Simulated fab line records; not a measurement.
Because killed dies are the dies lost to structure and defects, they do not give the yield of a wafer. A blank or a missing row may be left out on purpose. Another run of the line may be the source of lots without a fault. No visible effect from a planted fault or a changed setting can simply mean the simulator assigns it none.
The tool behind it: which one? :: flow gf180mcu :: 11 lots with 31 wafers sampled at 6 steps, on a route of 602 steps

## WHAT THE GAUGES SHOWED, per wafer
GF_M2_RS_MEAS_05: measurement is done with a four-point probe.
lot: L890
measured: day 18 14:43
on: film-metro-03
M2_ALCU_RS (ohm/sq): 0.0702 0.0702 0.0700

lot: L892
measured: day 19 08:08
on: film-metro-02
M2_ALCU_RS (ohm/sq): 0.0701 0.0697 0.0705

lot: L896
measured: day 20 19:32
on: film-metro-03
M2_ALCU_RS (ohm/sq): 0.0693 0.0690 0.0688

lot: L898
measured: day 21 13:18
on: film-metro-04
M2_ALCU_RS (ohm/sq): 0.0712 0.0721 0.0708

lot: L899
measured: day 22 01:52
on: film-metro-04
M2_ALCU_RS (ohm/sq): 0.0695 0.0694 0.0696

lot: L900
measured: day 22 08:26
on: film-metro-04
M2_ALCU_RS (ohm/sq): 0.0698 0.0691 0.0701

lot: L906
measured: day 24 11:15
on: film-metro-03
M2_ALCU_RS (ohm/sq): 0.0713 0.0874 0.0709

lot: L908
measured: day 25 03:32
on: film-metro-04
M2_ALCU_RS (ohm/sq): 0.0699 0.0705 0.0863

lot: L909
measured: day 25 11:17
on: film-metro-03
M2_ALCU_RS (ohm/sq): 0.0870

lot: L911
measured: day 25 18:35
on: film-metro-04
M2_ALCU_RS (ohm/sq): 0.0695 0.0697 0.0696

lot: L912
measured: day 26 04:38
on: film-metro-03
M2_ALCU_RS (ohm/sq): 0.0696 0.0690 0.0698

GF_M2_THK_MEAS_06: measures by xrf.
lot: L890
measured: day 18 14:50
on: film-metro-03
M2_ALCU_THK (nm): 449 447 449

lot: L892
measured: day 19 08:16
on: film-metro-02
M2_ALCU_THK (nm): 442 445 441

lot: L896
measured: day 20 19:39
on: film-metro-03
M2_ALCU_THK (nm): 456 455 458

lot: L898
measured: day 21 13:25
on: film-metro-04
M2_ALCU_THK (nm): 438 435 439

lot: L899
measured: day 22 01:58
on: film-metro-04
M2_ALCU_THK (nm): 447 449 448

lot: L900
measured: day 22 08:32
on: film-metro-04
M2_ALCU_THK (nm): 446 449 446

lot: L906
measured: day 24 11:22
on: film-metro-03
M2_ALCU_THK (nm): 439 359 441

lot: L908
measured: day 25 03:38
on: film-metro-04
M2_ALCU_THK (nm): 448 446 361

lot: L909
measured: day 25 11:24
on: film-metro-03
M2_ALCU_THK (nm): 361

lot: L911
measured: day 25 18:42
on: film-metro-04
M2_ALCU_THK (nm): 451 449 451

lot: L912
measured: day 26 04:46
on: film-metro-03
M2_ALCU_THK (nm): 452 456 449

## WHAT TOOL EACH LOT RAN ON (gives the tool, then ch and the chambers of the sampled wafers, and finally the start)
lot: L890
GF_V1_CMP_04: cmp-01 ch 0,1,3, day 17 13:41
GF_V1_SPUTTER_22: pvd-sputter-03, day 18 13:51
GF_V1_CVD_23: cvd-w-02 ch 0,1, day 18 13:53
GF_M2_SPUTTER_02: pvd-sputter-04, day 18 14:37

lot: L892
GF_V1_CMP_04: cmp-02 ch 0,2, day 18 06:37
GF_V1_SPUTTER_22: pvd-sputter-02, day 19 07:17
GF_V1_CVD_23: cvd-w-02 ch 1, day 19 07:19
GF_M2_SPUTTER_02: pvd-sputter-01, day 19 08:03

lot: L896
GF_V1_CMP_04: cmp-02 ch 0,1,2, day 19 17:31
GF_V1_SPUTTER_22: pvd-sputter-02, day 20 18:40
GF_V1_CVD_23: cvd-w-01 ch 0,1, day 20 18:43
GF_M2_SPUTTER_02: pvd-sputter-01, day 20 19:26

lot: L898
GF_V1_CMP_04: cmp-01 ch 2,3, day 20 11:29
GF_V1_SPUTTER_22: pvd-sputter-02, day 21 12:26
GF_V1_CVD_23: cvd-w-01 ch 0,1, day 21 12:28
GF_M2_SPUTTER_02: pvd-sputter-04, day 21 13:11

lot: L899
GF_V1_CMP_04: cmp-01 ch 2,3, day 20 23:22
GF_V1_SPUTTER_22: pvd-sputter-02, day 22 00:58
GF_V1_CVD_23: cvd-w-01 ch 0,1, day 22 01:02
GF_M2_SPUTTER_02: pvd-sputter-02, day 22 01:44

lot: L900
GF_V1_CMP_04: cmp-01 ch 0,1,2, day 21 07:01
GF_V1_SPUTTER_22: pvd-sputter-03, day 22 07:34
GF_V1_CVD_23: cvd-w-01 ch 0,1, day 22 07:36
GF_M2_SPUTTER_02: pvd-sputter-02, day 22 08:19

lot: L906
GF_V1_CMP_04: cmp-02 ch 0,1,2, day 23 10:22
GF_V1_SPUTTER_22: pvd-sputter-03, day 24 10:23
GF_V1_CVD_23: cvd-w-02 ch 0,1, day 24 10:25
GF_M2_SPUTTER_02: pvd-sputter-04, day 24 11:08

lot: L908
GF_V1_CMP_04: cmp-01 ch 1,2, day 24 03:22
GF_V1_SPUTTER_22: pvd-sputter-03, day 25 02:38
GF_V1_CVD_23: cvd-w-01 ch 0,1, day 25 02:43
GF_M2_SPUTTER_02: pvd-sputter-04, day 25 03:24

lot: L909
GF_V1_CMP_04: cmp-01 ch 1, day 24 11:23
GF_V1_SPUTTER_22: pvd-sputter-01, day 25 10:26
GF_V1_CVD_23: cvd-w-01 ch 1, day 25 10:28
GF_M2_SPUTTER_02: pvd-sputter-04, day 25 11:11

lot: L911
GF_V1_CMP_04: cmp-01 ch 0,1,2, day 24 19:01
GF_V1_SPUTTER_22: pvd-sputter-02, day 25 17:43
GF_V1_CVD_23: cvd-w-02 ch 0,1, day 25 17:46
GF_M2_SPUTTER_02: pvd-sputter-02, day 25 18:29

lot: L912
GF_V1_CMP_04: cmp-01 ch 0,2,3, day 25 05:28
GF_V1_SPUTTER_22: pvd-sputter-03, day 26 03:47
GF_V1_CVD_23: cvd-w-02 ch 0,1, day 26 03:49
GF_M2_SPUTTER_02: pvd-sputter-02, day 26 04:33
- GF_V1_CMP_04: polishes SiO2.
- GF_V1_SPUTTER_22: material TiN, target thk 10 nm, time 40 s.
- GF_V1_CVD_23: deposits W, target thk 350 nm, time 105.05 s.
- GF_M2_SPUTTER_02: material AlCu, target thk 450 nm, time 23.9 s.

## AS READ BY THE TOOLS THEMSELVES (means over the sampled wafers that have a number; for cases with no such wafer, the mark the record gives instead)
GF_V1_CMP_04.
lot: L890
tool: cmp-01
motor-current-A (A): 11.5
retaining-ring-pressure-frac: 1.001
time-to-endpoint-s (s): 78

lot: L892
tool: cmp-02
motor-current-A (A): 12.4
retaining-ring-pressure-frac: 0.999
time-to-endpoint-s (s): 76

lot: L896
tool: cmp-02
motor-current-A (A): 12.2
retaining-ring-pressure-frac: 1.001
time-to-endpoint-s (s): 72

lot: L898
tool: cmp-01
motor-current-A (A): 11.9
retaining-ring-pressure-frac: 1.002
time-to-endpoint-s (s): 73

lot: L899
tool: cmp-01
motor-current-A (A): 11.3
retaining-ring-pressure-frac: 0.997
time-to-endpoint-s (s): 70

lot: L900
tool: cmp-01
motor-current-A (A): 11.6
retaining-ring-pressure-frac: 0.996
time-to-endpoint-s (s): 78

lot: L906
tool: cmp-02
motor-current-A (A): 13.0
retaining-ring-pressure-frac: 1.004
time-to-endpoint-s (s): 74

lot: L908
tool: cmp-01
motor-current-A (A): 11.5
retaining-ring-pressure-frac: 1.000
time-to-endpoint-s (s): 72

lot: L909
tool: cmp-01
motor-current-A (A): 11.2
retaining-ring-pressure-frac: 0.997
time-to-endpoint-s (s): 63

lot: L911
tool: cmp-01
motor-current-A (A): 12.1
retaining-ring-pressure-frac: 1.002
time-to-endpoint-s (s): 73

lot: L912
tool: cmp-01
motor-current-A (A): 11.2
retaining-ring-pressure-frac: 0.997
time-to-endpoint-s (s): 72

GF_V1_SPUTTER_22.
lot: L890
tool: pvd-sputter-03
throttle-valve-pct (%): 30.4

lot: L892
tool: pvd-sputter-02
throttle-valve-pct (%): 30.2

lot: L896
tool: pvd-sputter-02
throttle-valve-pct (%): 30.9

lot: L898
tool: pvd-sputter-02
throttle-valve-pct (%): 31.1

lot: L899
tool: pvd-sputter-02
throttle-valve-pct (%): 31.1

lot: L900
tool: pvd-sputter-03
throttle-valve-pct (%): 30.7

lot: L906
tool: pvd-sputter-03
throttle-valve-pct (%): 30.7

lot: L908
tool: pvd-sputter-03
throttle-valve-pct (%): 30.7

lot: L909
tool: pvd-sputter-01
throttle-valve-pct (%): 31.3

lot: L911
tool: pvd-sputter-02
throttle-valve-pct (%): 30.6

lot: L912
tool: pvd-sputter-03
throttle-valve-pct (%): 30.7

GF_V1_CVD_23.
lot: L890
tool: cvd-w-02
chamber-pressure-Torr (Torr): 39.98
heater-power-w (W): 844

lot: L892
tool: cvd-w-02
chamber-pressure-Torr (Torr): 40.07
heater-power-w (W): 726

lot: L896
tool: cvd-w-01
chamber-pressure-Torr (Torr): 39.99
heater-power-w (W): 725

lot: L898
tool: cvd-w-01
chamber-pressure-Torr (Torr): 39.98
heater-power-w (W): 754

lot: L899
tool: cvd-w-01
chamber-pressure-Torr (Torr): 40.10
heater-power-w (W): 748

lot: L900
tool: cvd-w-01
chamber-pressure-Torr (Torr): 40.00
heater-power-w (W): 755

lot: L906
tool: cvd-w-02
chamber-pressure-Torr (Torr): 40.04
heater-power-w (W): 841

lot: L908
tool: cvd-w-01
chamber-pressure-Torr (Torr): 39.94
heater-power-w (W): 742

lot: L909
tool: cvd-w-01
chamber-pressure-Torr (Torr): 40.06
heater-power-w (W): 758

lot: L911
tool: cvd-w-02
chamber-pressure-Torr (Torr): 39.95
heater-power-w (W): 780

lot: L912
tool: cvd-w-02
chamber-pressure-Torr (Torr): 40.09
heater-power-w (W): 790

GF_M2_SPUTTER_02.
lot: L890
tool: pvd-sputter-04
throttle-valve-pct (%): 29.6

lot: L892
tool: pvd-sputter-01
throttle-valve-pct (%): 31.5

lot: L896
tool: pvd-sputter-01
throttle-valve-pct (%): 31.3

lot: L898
tool: pvd-sputter-04
throttle-valve-pct (%): 30.2

lot: L899
tool: pvd-sputter-02
throttle-valve-pct (%): 30.5

lot: L900
tool: pvd-sputter-02
throttle-valve-pct (%): 30.5

lot: L906
tool: pvd-sputter-04
throttle-valve-pct (%): 29.6

lot: L908
tool: pvd-sputter-04
throttle-valve-pct (%): 29.7

lot: L909
tool: pvd-sputter-04
throttle-valve-pct (%): 29.1

lot: L911
tool: pvd-sputter-02
throttle-valve-pct (%): 31.0

lot: L912
tool: pvd-sputter-02
throttle-valve-pct (%): 30.2

## THE ANSWER, worked out from the rows above alone
Rule: the lots themselves supply what counts as usual. The widest of any qualifying gaps counts: lots, ordered by their means at a reading, are off when they make up no more than a third of the lots, leave a main group of 4 or more, and stand apart from it by 3 or more times the standard deviation of that group's means. The tables above print the reading to a certain number of digits; a main group whose means all agree to those digits is not used. A lot without any number at a reading at which 4 lots or more have one is off too. Where the step has rows for the other lots, those lots are counted as sound. The gauges are gone through in route order, then the tools' own readings, and for those a lot's mean is taken as printed above. At the first step where some lot is off, the reading lying furthest off is the one used; lots without a number count as furthest.
Off: L906, L908, L909, seen at GF_M2_RS_MEAS_05 (M2_ALCU_RS). For the main group the mean is 0.0699 ohm/sq and the standard deviation 0.00066.
If a tool, at a process step before that reading, ran all the lots that are off and no sound lot after the first of them, it fits. The gauges at GF_M2_RS_MEAS_05 are tried like those tools. One fits: GF_M2_SPUTTER_02 on pvd-sputter-04. A fault onset in the window from L898 (day 21 13:11, its last sound lot) to L906 (day 24 11:08, its first lot off) fits.

## WHAT HAD BEEN PUT IN BY THE SIMULATOR
Process parameters drifting: pvd-sputter-04 at GF_M2_SPUTTER_02, beginning at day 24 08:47. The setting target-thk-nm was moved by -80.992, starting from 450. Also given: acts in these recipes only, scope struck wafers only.
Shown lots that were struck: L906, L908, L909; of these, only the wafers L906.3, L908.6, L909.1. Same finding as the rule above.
